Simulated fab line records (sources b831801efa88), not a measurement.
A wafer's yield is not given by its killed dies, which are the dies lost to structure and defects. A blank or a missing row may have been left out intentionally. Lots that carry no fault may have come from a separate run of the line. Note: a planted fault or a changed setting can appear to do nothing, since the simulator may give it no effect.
Which of the tools did it? -- flow sky130 -- 12 lots with 36 wafers sampled at 4 steps, on a route of 708 steps

WHAT EACH GAUGE READ, for each wafer
SKY_POLY_GATE_CD_MEAS_22.
lot,measured,on,cdNm (nm)
L195,day 16 06:02,cdSem-02,148.3 147.0 146.9
L196,day 16 18:26,cdSem-02,148.2 146.9 150.1
L198,day 17 22:12,cdSem-02,149.4 149.6 150.4
L199,day 18 00:52,cdSem-01,152.5 152.2 152.7
L200,day 18 05:07,cdSem-02,150.7 149.3 151.4
L201,day 18 17:27,cdSem-02,152.2 149.2 151.1
L204,day 20 04:57,cdSem-01,149.2 147.8 149.2
L202,day 20 06:03,cdSem-02,148.3 150.6 150.6
L205,day 20 11:10,cdSem-01,144.9 148.5 147.3
L206,day 20 19:52,cdSem-01,149.3 147.5 149.8
L214,day 23 14:19,cdSem-01,148.6 146.7 149.5
L215,day 23 15:39,cdSem-01,148.5 150.4 152.2

SKY_LDD_P_CD_MEAS_07: the cd target is 380 nm.
lot,measured,on,cdNm (nm)
L195,day 18 15:32,cdSem-02,378.5 380.4 377.6
L196,day 19 07:05,cdSem-01,378.9 379.5 379.3
L198,day 20 12:28,cdSem-02,376.8 380.2 378.4
L199,day 20 14:42,cdSem-02,380.8 380.2 379.3
L200,day 20 19:53,cdSem-02,380.1 379.2 379.9
L201,day 21 07:10,cdSem-01,378.9 377.9 375.8
L204,day 22 19:50,cdSem-01,381.7 382.6 381.7
L202,day 22 20:13,cdSem-02,377.6 376.8 376.7
L205,day 23 02:04,cdSem-01,380.5 383.0 381.7
L206,day 23 10:31,cdSem-02,380.9 379.9 379.4
L214,day 26 01:56,cdSem-01,378.7 378.8 367.6
L215,day 26 03:44,cdSem-02,371.0 369.5 367.7

EACH LOT AND THE TOOL THAT RAN IT (in order: tool; ch and the chambers of the sampled wafers; start)
lot,SKY_POLY_GATE_ETCH_16,SKY_LDD_P_EXPOSE_04
L195,"rieDiel-04 ch 1,2,3, day 16 02:40","ilineStepper-02 ch 0, day 18 01:22"
L196,"rieDiel-04 ch 1,2,3, day 16 15:19","ilineStepper-02 ch 0, day 18 15:58"
L198,"rieDiel-03 ch 0,2,3, day 17 17:32","ilineStepper-01 ch 0, day 19 21:04"
L199,"rieDiel-02 ch 0,3, day 17 21:32","ilineStepper-02 ch 0, day 19 23:09"
L200,"rieDiel-02 ch 0,1,2, day 18 02:01","ilineStepper-02 ch 0, day 20 05:08"
L201,"rieDiel-02 ch 1,3, day 18 14:47","ilineStepper-01 ch 0, day 20 16:13"
L204,"rieDiel-03 ch 0,1,3, day 20 03:20","ilineStepper-02 ch 0, day 22 04:19"
L202,"rieDiel-04 ch 1,2,3, day 20 03:40","ilineStepper-02 ch 0, day 22 05:13"
L205,"rieDiel-03 ch 2,3, day 20 08:47","ilineStepper-01 ch 0, day 22 10:40"
L206,"rieDiel-03 ch 0,1,3, day 20 18:14","ilineStepper-02 ch 0, day 22 19:41"
L214,"rieDiel-04 ch 0,1,3, day 23 12:38","ilineStepper-02 ch 0, day 25 11:44"
L215,"rieDiel-04 ch 1,3, day 23 13:59","ilineStepper-02 ch 0, day 25 13:47"
- SKY_POLY_GATE_ETCH_16: etches Si3N4 in CH3F/O2, stops on poly-Si, time 147.5 s, target depth 75 nm.
- SKY_LDD_P_EXPOSE_04: exposes mask PSDM, target cd 380 nm.

AS READ BY THE TOOLS THEMSELVES (means over the sampled wafers that have a number; for cases with no such wafer, the mark the record gives instead)
SKY_POLY_GATE_ETCH_16.
lot,tool,drypumpMotorCurrentA (A),oesProductAu (a.u.),throttleValvePct (%)
L195,rieDiel-04,6.1,0.646,10.533
L196,rieDiel-04,6.1,0.642,10.541
L198,rieDiel-03,5.5,0.643,10.543
L199,rieDiel-02,5.1,0.637,10.527
L200,rieDiel-02,5.7,0.642,10.540
L201,rieDiel-02,5.7,0.640,10.530
L204,rieDiel-03,5.5,0.642,10.536
L202,rieDiel-04,6.1,0.645,10.539
L205,rieDiel-03,5.4,0.635,10.539
L206,rieDiel-03,5.5,0.636,10.548
L214,rieDiel-04,5.6,0.640,10.526
L215,rieDiel-04,6.1,0.638,10.533

THE ANSWER, worked out from the rows above alone
Rule: what is usual is taken from the lots themselves. The widest of any qualifying gaps counts: lots, ordered by their means at a reading, are off when they make up no more than a third of the lots, leave a main group of 4 or more, and stand apart from it by 3 or more times the standard deviation of that group's means. A main group is skipped when, at the precision printed for the reading in the tables above, its means are all equal. Also off: a lot with no number at a reading for which 4 or more lots have one. Any other lot the step has rows for is counted as sound. Order of review: gauges by route order, followed by the tools' own readings, for which a lot's mean as printed above is used. At the first step where some lot is off, the reading lying furthest off is the one used; lots without a number count as furthest.
Nothing can be told from this: no lot is off at any reading shown.

WHAT HAD BEEN PUT IN BY THE SIMULATOR
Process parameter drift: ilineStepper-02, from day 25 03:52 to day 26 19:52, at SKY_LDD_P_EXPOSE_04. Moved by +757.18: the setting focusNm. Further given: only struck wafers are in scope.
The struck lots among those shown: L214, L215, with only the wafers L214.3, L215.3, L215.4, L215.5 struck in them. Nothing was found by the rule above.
